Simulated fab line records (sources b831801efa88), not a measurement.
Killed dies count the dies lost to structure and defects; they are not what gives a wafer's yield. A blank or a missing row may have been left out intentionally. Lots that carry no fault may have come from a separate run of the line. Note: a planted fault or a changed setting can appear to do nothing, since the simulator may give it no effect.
Matching of chambers / flow gf180mcu / 4 sister chambers for GF_V4_ETCH_16 on rieDiel-04
The step etches BARC in N2/H2. 16 wafers are shown with their chamber, then 8 later ones without.

== WAFERS, EACH WITH ITS CHAMBER ==
wafer=L076.1; chamber=0; drypumpMotorCurrentA (A)=5.3; rfFwdPowerW (W)=493.1; throttleValvePct (%)=13.009
wafer=L076.3; chamber=3; drypumpMotorCurrentA (A)=5.6; rfFwdPowerW (W)=497.7; throttleValvePct (%)=13.027
wafer=L076.4; chamber=2; drypumpMotorCurrentA (A)=5.7; rfFwdPowerW (W)=495.6; throttleValvePct (%)=13.019
wafer=L078.3; chamber=3; drypumpMotorCurrentA (A)=5.7; rfFwdPowerW (W)=498.9; throttleValvePct (%)=13.017
wafer=L078.5; chamber=3; drypumpMotorCurrentA (A)=5.7; rfFwdPowerW (W)=498.4; throttleValvePct (%)=13.000
wafer=L078.6; chamber=2; drypumpMotorCurrentA (A)=5.7; rfFwdPowerW (W)=496.8; throttleValvePct (%)=13.002
wafer=L080.2; chamber=3; drypumpMotorCurrentA (A)=5.7; rfFwdPowerW (W)=496.9; throttleValvePct (%)=13.017
wafer=L080.4; chamber=2; drypumpMotorCurrentA (A)=5.8; rfFwdPowerW (W)=496.8; throttleValvePct (%)=13.014
wafer=L080.6; chamber=0; drypumpMotorCurrentA (A)=5.3; rfFwdPowerW (W)=494.0; throttleValvePct (%)=13.022
wafer=L086.2; chamber=0; drypumpMotorCurrentA (A)=5.3; rfFwdPowerW (W)=495.9; throttleValvePct (%)=13.025
wafer=L086.4; chamber=1; drypumpMotorCurrentA (A)=5.6; rfFwdPowerW (W)=493.4; throttleValvePct (%)=13.003
wafer=L086.5; chamber=3; drypumpMotorCurrentA (A)=5.7; rfFwdPowerW (W)=499.4; throttleValvePct (%)=13.011
wafer=L090.3; chamber=3; drypumpMotorCurrentA (A)=5.7; rfFwdPowerW (W)=498.0; throttleValvePct (%)=13.017
wafer=L090.5; chamber=2; drypumpMotorCurrentA (A)=5.7; rfFwdPowerW (W)=499.1; throttleValvePct (%)=13.006
wafer=L090.6; chamber=3; drypumpMotorCurrentA (A)=5.6; rfFwdPowerW (W)=497.6; throttleValvePct (%)=13.019
wafer=L089.1; chamber=3; drypumpMotorCurrentA (A)=5.7; rfFwdPowerW (W)=499.9; throttleValvePct (%)=13.017

SIGNATURES (averages over the wafers above)
reading=drypumpMotorCurrentA; chamber 0=5.300; chamber 1=5.600; chamber 2=5.725; chamber 3=5.675; scatter within a chamber=0.0433
reading=rfFwdPowerW; chamber 0=494.333; chamber 1=493.400; chamber 2=497.075; chamber 3=498.350; scatter within a chamber=1.21
reading=throttleValvePct; chamber 0=13.01867; chamber 1=13.00300; chamber 2=13.01025; chamber 3=13.01562; scatter within a chamber=0.00783
Rule: for each reading, subtract the chamber's mean from the wafer's reading, divide by that reading's scatter and square the result; add these up over the readings and take the root, which gives the wafer's distance from the chamber. If the next closest chamber is less than 2 further off than the closest, the wafer can't be placed; otherwise it belongs to the closest. The scatter: the root of (the sum of the squares of (reading less its chamber's mean) over the shown wafers, divided by (wafers less chambers)).

== WAFERS WITH NO CHAMBER GIVEN ==
wafer=L089.4; drypumpMotorCurrentA (A)=5.6; rfFwdPowerW (W)=496.7; throttleValvePct (%)=13.004
wafer=L089.6; drypumpMotorCurrentA (A)=5.3; rfFwdPowerW (W)=495.6; throttleValvePct (%)=13.012
wafer=L091.1; drypumpMotorCurrentA (A)=5.7; rfFwdPowerW (W)=499.3; throttleValvePct (%)=13.008
wafer=L091.2; drypumpMotorCurrentA (A)=5.3; rfFwdPowerW (W)=496.5; throttleValvePct (%)=13.016
wafer=L091.4; drypumpMotorCurrentA (A)=5.6; rfFwdPowerW (W)=496.1; throttleValvePct (%)=13.010
wafer=L096.1; drypumpMotorCurrentA (A)=5.7; rfFwdPowerW (W)=497.6; throttleValvePct (%)=13.026
wafer=L096.3; drypumpMotorCurrentA (A)=5.6; rfFwdPowerW (W)=496.1; throttleValvePct (%)=13.016
wafer=L096.6; drypumpMotorCurrentA (A)=5.7; rfFwdPowerW (W)=495.9; throttleValvePct (%)=13.003

== WHICH CHAMBER EACH ONE RAN IN ==
wafer=L089.4; from the rows above=can't be placed: 3 or 1 or 2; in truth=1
wafer=L089.6; from the rows above=0; in truth=0
wafer=L091.1; from the rows above=can't be placed: 3 or 2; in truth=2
wafer=L091.2; from the rows above=0; in truth=0
wafer=L091.4; from the rows above=can't be placed: 1 or 3 or 2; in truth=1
wafer=L096.1; from the rows above=can't be placed: 3 or 2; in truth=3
wafer=L096.3; from the rows above=can't be placed: 3 or 1 or 2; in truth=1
wafer=L096.6; from the rows above=can't be placed: 2 or 3 or 1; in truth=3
Correctly placed: 2 of 8. Not placeable from these rows: 6 (in 6, the candidates include the true chamber). 0 placed wrongly.
